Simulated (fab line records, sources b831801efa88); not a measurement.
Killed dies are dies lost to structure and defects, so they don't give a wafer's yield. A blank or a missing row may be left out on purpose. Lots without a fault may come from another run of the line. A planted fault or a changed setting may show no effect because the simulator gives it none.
fab line records | flow gf180mcu | part 2 of 2: steps 33 to 41 of 41
record lots=5 wafers=15 last_day=34
route steps=602 shown M3@416 V3@429 M4@456
lots that met no fault: from a run of the same line without faults
start_h: hours from the record's first day to the start of the lot's first wafer shown | wait_h: hours since the lot's step before | " the same as in the row above | L1.1+2: a row that stands for several wafers | - no value, or no start given | * or withheld: withheld | < > ~ a bound
route shown NAME@n: a module of which the file shows steps, and the number in the route of the first | usual: mean/standard deviation of fault-free wafers | same: alike in all rows | chamber/n: place in a boat | sites: the reading at each site | _std_site: their standard deviation | _edge_site: outer sites' mean less inner sites' | radius_mm: how far each site lies from the wafer's centre | mask NAME#n: copy n | behind: the tool/chamber that last shaped the wafer | hold: why the lot was held/for how many hours/how that ended | device: the transistor (n, p or np) that didn't switch | end of line: the same wafers' tests at the end of the route | a step without rows: its recipe alone | killed: dies lost to structure and defects at the first sort, not the wafer's yield | map: a wafer's dies, x killed, . not, _ none there
set.NAME: the setting as run; set.NAME@STEP: as run at that earlier step | model.NAME: the simulator's own value behind a step, which no gauge read
lots at some steps of the route; a table a step, a row a wafer
services: from which hour (start_h, from the record's first day; less than 0 if before it) a tool's chamber was out of use, for how many hours, and why
## steps
# step GF_V3_STRIP_19
# recipe chemistry=post_etch_residue_remover time_s=1200 temp_c=72.5
# usual temp_c=72.50/0.12
# columns lot.wafer tool chamber start_h wait_h temp_c
L074.2 wet_bench-03 0 515.20 0.1 72.39
L074.4 " 0 " " 72.34
L074.5 " 0 " " 72.40
L080.2 wet_bench-02 3 569.70 0.1 72.44
L080.4 " 3 " " 72.33
L080.6 " 3 " " 72.41
L083.3 wet_bench-03 1 593.11 0.2 72.47
L083.4 " 1 " " 72.45
L083.6 " 1 " " 72.63
L089.1 wet_bench-01 0 639.23 0.1 72.76
L089.2 " 0 " " 72.54
L089.5 " 0 " " 72.74
L097.1 wet_bench-03 0 688.70 0.1 72.64
L097.5 " 0 " " 72.51
L097.6 " 0 " " 72.58
# step GF_V3_CLEAN_20
# recipe chemistry=DIW dry=n2_spin
# columns lot.wafer tool chamber start_h wait_h
L074.2+4+5 wet_bench-02 0 515.54 0.0
L080.2+4+6 wet_bench-02 1 570.04 0.0
L083.3+4+6 wet_bench-02 2 593.79 0.0
L089.1+2+5 wet_bench-02 1 639.57 0.0
L097.1+5+6 wet_bench-02 1 689.04 0.0
# step GF_V3_SPUTTER_21
# recipe material=Ti target_thk_nm=15 chamber_pressure_pa=5 power_w=2500 substrate_temp_c=200 time_s=80.02
# usual throttle_valve_pct=29.7/0.87
# columns lot.wafer tool chamber start_h wait_h throttle_valve_pct
L074.2 pvd_sputter-04 - 515.73 0.0 29.6
L074.4 " - " " 31.2
L074.5 " - " " 29.7
L080.2 pvd_sputter-04 - 570.13 0.0 30.9
L080.4 " - " " 29.6
L080.6 " - " " 29.7
L083.3 pvd_sputter-02 - 593.88 0.0 29.9
L083.4 " - " " 29.7
L083.6 " - " " 29.8
L089.1 pvd_sputter-04 - 639.67 0.0 29.7
L089.2 " - " " 29.8
L089.5 " - " " 29.5
L097.1 pvd_sputter-02 - 689.14 0.0 29.9
L097.5 " - " " 29.9
L097.6 " - " " 28.1
# step GF_V3_SPUTTER_22
# recipe material=TiN target_thk_nm=10 chamber_pressure_pa=5 power_w=4000 time_s=40
# usual throttle_valve_pct=29.7/0.87
# columns lot.wafer tool chamber start_h wait_h throttle_valve_pct
L074.2 pvd_sputter-04 - 515.79 0.0 29.8
L074.4 " - " " 31.0
L074.5 " - " " 29.8
L080.2 pvd_sputter-04 - 570.19 0.0 30.9
L080.4 " - " " 29.9
L080.6 " - " " 29.7
L083.3 pvd_sputter-02 - 593.95 0.0 30.0
L083.4 " - " " 30.0
L083.6 " - " " 29.7
L089.1 pvd_sputter-04 - 639.74 0.0 29.4
L089.2 " - " " 29.7
L089.5 " - " " 29.8
L097.1 pvd_sputter-02 - 689.20 0.0 30.0
L097.5 " - " " 29.7
L097.6 " - " " 28.0
# step GF_V3_CVD_23
# recipe material=W target_thk_nm=350 time_s=104.9 temp_c=400 pressure_torr=40
# usual heater_power_w=861/44
# columns lot.wafer tool chamber start_h wait_h heater_power_w
L074.2 cvd_w-01 1 515.83 0.0 867
L074.4 " 0 " " 867
L074.5 " 1 " " 847
L080.2 cvd_w-02 0 570.23 0.0 809
L080.4 " 0 " " 799
L080.6 " 1 " " 916
L083.3 cvd_w-01 1 594.02 0.1 856
L083.4 " 0 " " 868
L083.6 " 0 " " 899
L089.1 cvd_w-02 1 639.77 0.0 920
L089.2 " 0 " " 802
L089.5 " 1 " " 939
L097.1 cvd_w-01 1 689.24 0.0 851
L097.5 " 0 " " 871
L097.6 " 1 " " 862
# step GF_V3_RS_MEAS_24
# recipe thk_meas_gauge=four-point-probe reads=W_of_V3_CVD_23+TiN_of_V3_SPUTTER_22+Ti_of_V3_SPUTTER_21
# usual V3_W_RS=0.3266/0.003
# columns lot.wafer tool chamber start_h wait_h V3_W_RS[ohm/sq]
L074.2 film_metro-01 - 515.96 0.1 0.3298
L074.4 " - " " 0.3296
L074.5 " - " " 0.3342
L080.2 film_metro-01 - 570.37 0.1 0.3273
L080.4 " - " " 0.3283
L080.6 " - " " 0.3267
L083.3 film_metro-01 - 594.14 0.1 0.3278
L083.4 " - " " 0.3230
L083.6 " - " " 0.3225
L089.1 film_metro-03 - 639.89 0.1 0.3229
L089.2 " - " " 0.3279
L089.5 " - " " 0.3292
L097.1 film_metro-01 - 689.35 0.1 0.3295
L097.5 " - " " 0.3260
L097.6 " - " " 0.3326
# step GF_V3_THK_MEAS_25
# recipe thk_meas_gauge=xrf reads=W_of_V3_CVD_23
# usual V3_W_THK=357/5.7
# columns lot.wafer tool chamber start_h wait_h V3_W_THK[nm]
L074.2 film_metro-01 - 516.07 0.1 352
L074.4 " - " " 352
L074.5 " - " " 346
L080.2 film_metro-01 - 570.48 0.1 355
L080.4 " - " " 353
L080.6 " - " " 357
L083.3 film_metro-01 - 594.24 0.1 353
L083.4 " - " " 358
L083.6 " - " " 361
L089.1 film_metro-03 - 640.01 0.1 364
L089.2 " - " " 360
L089.5 " - " " 357
L097.1 film_metro-01 - 689.47 0.1 351
L097.5 " - " " 354
L097.6 " - " " 348
# step GF_V3_CMP_26
# recipe stop_on=SiO2 down_force_psi=3.5 platen_rpm=60 t_overpolish_s=15 target_thk_nm=0 pad_velocity_m_s=0.94248
# usual edge_zone_pressure_frac=1.000/0.0047 head_pressure_psi=3.501/0.0073 motor_current_A=10.2/0.9 overpolish_run_s=14.999/0.0091 platen_rpm=60.00/0.043 time_to_endpoint_s=86/3.7
# columns lot.wafer tool chamber start_h wait_h edge_zone_pressure_frac head_pressure_psi motor_current_A overpolish_run_s platen_rpm time_to_endpoint_s
L074.4 cmp-02 3 516.17 0.1 1.003 3.516 9.6 14.997 60.02 84
L074.2 " 0 " " 1.006 3.495 11.6 14.991 60.01 83
L074.5 " 3 " " 1.001 3.513 9.9 14.994 59.98 81
L080.2 cmp-02 3 570.58 0.1 0.994 3.503 9.3 14.994 60.04 92
L080.4 " 1 " " 0.996 3.509 11.1 14.996 60.06 87
L080.6 " 2 " " 1.005 3.500 9.1 15.006 59.91 85
L083.4 cmp-01 0 594.28 0.0 1.004 3.511 9.4 14.995 59.95 87
L083.3 " 3 " " 1.002 3.505 10.2 14.994 59.97 86
L083.6 " 1 " " 1.005 3.508 10.6 14.992 59.97 86
L089.1 cmp-01 1 640.12 0.1 1.004 3.492 10.0 14.995 60.00 87
L089.2 " 2 " " 1.003 3.507 9.2 14.993 60.04 88
L089.5 " 0 " " 0.998 3.500 10.1 15.012 59.99 81
L097.1 cmp-01 2 689.68 0.2 1.000 3.510 9.4 14.996 59.99 79
L097.6 " 3 " " 0.996 3.498 10.0 15.012 60.03 79
L097.5 " 0 " " 1.003 3.499 10.2 15.007 60.05 80
# step GF_M4_SPUTTER_00
# recipe material=Ti target_thk_nm=37.5 arriving_ion_energy_ev=80 substrate_temp_c=200 chamber_pressure_pa=2 power_w=4000 time_s=150
# usual throttle_valve_pct=29.4/0.88
# columns lot.wafer tool chamber start_h wait_h throttle_valve_pct
L074.2 pvd_sputter-02 - 516.42 0.1 29.9
L074.4 " - " " 29.9
L074.5 " - " " 28.0
L080.2 pvd_sputter-01 - 570.83 0.2 28.7
L080.4 " - " " 29.2
L080.6 " - " " 29.0
L083.3 pvd_sputter-04 - 594.58 0.1 29.9
L083.4 " - " " 30.0
L083.6 " - " " 31.2
L089.1 pvd_sputter-01 - 640.37 0.2 28.8
L089.2 " - " " 29.1
L089.5 " - " " 29.1
L097.1 pvd_sputter-04 - 689.83 0.1 30.0
L097.5 " - " " 29.7
L097.6 " - " " 30.0
## services
# columns tool chamber start_h hours kind
cmp-01 - 457.46 2.5 repair
pvd_sputter-04 - 457.61 2.5 repair
krf_scanner-02 - 469.13 0.8 pm
pvd_sputter-04 - 476.72 15.3 repair
krf_scanner-01 - 478.98 1.3 pm
cmp-01 - 483.19 1.4 repair
krf_scanner-01 - 495.45 3.6 pm
pvd_sputter-04 - 495.69 2.8 repair
krf_scanner-01 - 509.06 0.5 repair
cmp-01 - 509.82 27.9 repair
krf_scanner-02 - 520.62 1.0 pm
wet_bench-03 - 520.87 2.1 repair
krf_scanner-01 - 521.62 0.8 pm
cmp-01 - 526.59 1.3 repair
wet_bench-01 - 531.80 2.7 repair
cmp-01 - 533.81 0.8 repair
cmp-01 - 537.77 5.8 pm
krf_scanner-02 - 546.94 3.6 pm
pvd_sputter-04 - 547.61 17.1 repair
pvd_sputter-02 - 562.78 9.5 repair
krf_scanner-02 - 563.83 1.3 pm
cmp-01 - 572.00 4.0 pm
pvd_sputter-04 - 611.63 0.7 repair
wet_bench-02 - 665.43 1.7 repair
